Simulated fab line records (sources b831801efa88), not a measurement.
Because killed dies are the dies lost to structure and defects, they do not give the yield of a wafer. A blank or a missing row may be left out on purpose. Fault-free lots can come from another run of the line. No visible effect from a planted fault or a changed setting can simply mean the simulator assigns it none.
Lot-split experiment / flow gf180mcu / route with 602 steps; 5 lots, 23 wafers read

## ABOUT THE SPLIT
At GF_STI_ETCH_14 (etches Si in HBr/Cl2/O2, target depth 360 nm, time 102.9 s), the setting icpW was moved away from the recipe's 600 W on 8 of the 23 wafers read, by -9.6% to +11.7%. The other wafers ran this setting at the recipe's value.

The split's own step is where the reading is taken.

## THE READING
STI.featureDepthNm (the simulator's own value, which no gauge read), in nm, at GF_STI_ETCH_14 (etches Si in HBr/Cl2/O2, target depth 360 nm, time 102.9 s). The file does not state a usual value for it. Average 357.2 nm, standard deviation 4.2 nm, over the 15 wafers here run with the recipe.

wafer=L079.1; tool, chamber at the split=rieSi-01, 2; icpW as run, W=600; against the recipe=recipe; STI.featureDepthNm, nm=356.7; against lot-mates on the recipe=-
wafer=L079.2; tool, chamber at the split=rieSi-01, 0; icpW as run, W=582; against the recipe=-3.0%; STI.featureDepthNm, nm=349.4; against lot-mates on the recipe=-10.5
wafer=L079.4; tool, chamber at the split=rieSi-01, 3; icpW as run, W=600; against the recipe=recipe; STI.featureDepthNm, nm=365; against lot-mates on the recipe=-
wafer=L079.5; tool, chamber at the split=rieSi-01, 0; icpW as run, W=582; against the recipe=-3.0%; STI.featureDepthNm, nm=347; against lot-mates on the recipe=-12.9
wafer=L079.6; tool, chamber at the split=rieSi-01, 1; icpW as run, W=600; against the recipe=recipe; STI.featureDepthNm, nm=358.1; against lot-mates on the recipe=-
wafer=L082.2; tool, chamber at the split=rieSi-01, 0; icpW as run, W=600; against the recipe=recipe; STI.featureDepthNm, nm=352.3; against lot-mates on the recipe=-
wafer=L082.3; tool, chamber at the split=rieSi-01, 3; icpW as run, W=542.6; against the recipe=-9.6%; STI.featureDepthNm, nm=344.4; against lot-mates on the recipe=-8.3
wafer=L082.4; tool, chamber at the split=rieSi-01, 1; icpW as run, W=542.6; against the recipe=-9.6%; STI.featureDepthNm, nm=339.5; against lot-mates on the recipe=-13.2
wafer=L082.5; tool, chamber at the split=rieSi-01, 3; icpW as run, W=542.6; against the recipe=-9.6%; STI.featureDepthNm, nm=345.3; against lot-mates on the recipe=-7.4
wafer=L082.6; tool, chamber at the split=rieSi-01, 0; icpW as run, W=600; against the recipe=recipe; STI.featureDepthNm, nm=353.1; against lot-mates on the recipe=-
wafer=L083.2; tool, chamber at the split=rieSi-02, 0; icpW as run, W=600; against the recipe=recipe; STI.featureDepthNm, nm=351.6; against lot-mates on the recipe=-
wafer=L083.4; tool, chamber at the split=rieSi-02, 1; icpW as run, W=600; against the recipe=recipe; STI.featureDepthNm, nm=352.8; against lot-mates on the recipe=-
wafer=L083.5; tool, chamber at the split=rieSi-02, 0; icpW as run, W=600; against the recipe=recipe; STI.featureDepthNm, nm=352.7; against lot-mates on the recipe=-
wafer=L084.1; tool, chamber at the split=rieSi-01, 1; icpW as run, W=600; against the recipe=recipe; STI.featureDepthNm, nm=358.3; against lot-mates on the recipe=-
wafer=L084.2; tool, chamber at the split=rieSi-01, 2; icpW as run, W=600; against the recipe=recipe; STI.featureDepthNm, nm=361; against lot-mates on the recipe=-
wafer=L084.3; tool, chamber at the split=rieSi-01, 3; icpW as run, W=600; against the recipe=recipe; STI.featureDepthNm, nm=359.6; against lot-mates on the recipe=-
wafer=L084.5; tool, chamber at the split=rieSi-01, 2; icpW as run, W=600; against the recipe=recipe; STI.featureDepthNm, nm=364.7; against lot-mates on the recipe=-
wafer=L084.6; tool, chamber at the split=rieSi-01, 1; icpW as run, W=600; against the recipe=recipe; STI.featureDepthNm, nm=357.2; against lot-mates on the recipe=-
wafer=L085.1; tool, chamber at the split=rieSi-01, 3; icpW as run, W=670; against the recipe=+11.7%; STI.featureDepthNm, nm=379.1; against lot-mates on the recipe=+21.6
wafer=L085.2; tool, chamber at the split=rieSi-01, 2; icpW as run, W=600; against the recipe=recipe; STI.featureDepthNm, nm=359.7; against lot-mates on the recipe=-
wafer=L085.3; tool, chamber at the split=rieSi-01, 0; icpW as run, W=600; against the recipe=recipe; STI.featureDepthNm, nm=355.3; against lot-mates on the recipe=-
wafer=L085.4; tool, chamber at the split=rieSi-01, 1; icpW as run, W=670; against the recipe=+11.7%; STI.featureDepthNm, nm=378.4; against lot-mates on the recipe=+20.9
wafer=L085.6; tool, chamber at the split=rieSi-01, 0; icpW as run, W=670; against the recipe=+11.7%; STI.featureDepthNm, nm=373.8; against lot-mates on the recipe=+16.3

THE FIT
A straight line over all 23 wafers: STI.featureDepthNm changes by +1.65 nm for each +1% of icpW; r = +0.92; the points scatter about the line by 4 nm.
The same after taking each lot's own level away (the mean of its wafers on the recipe; 23 wafers): +1.47 nm for each +1%; r = +0.91; scatter 3.8 nm.
Per that fit: largest icpW move, reading shift of 17 nm.
The span of the lots' own levels, 352.37 to 360.16 nm, comes to 1.9 times the standard deviation stated above.
Hence the slope depends on the lot-to-lot level, as the two fits are not the same.
Check: with one of the wafers moved furthest among these (+11.7%) left out of the fit, the line predicts +16.2 nm for it against its lot-mates. Against them it came out at +21.6 nm.

## FILE'S OWN FIT
STI.featureDepthNm changes by +1.51 nm for each +1% of icpW, r = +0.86.
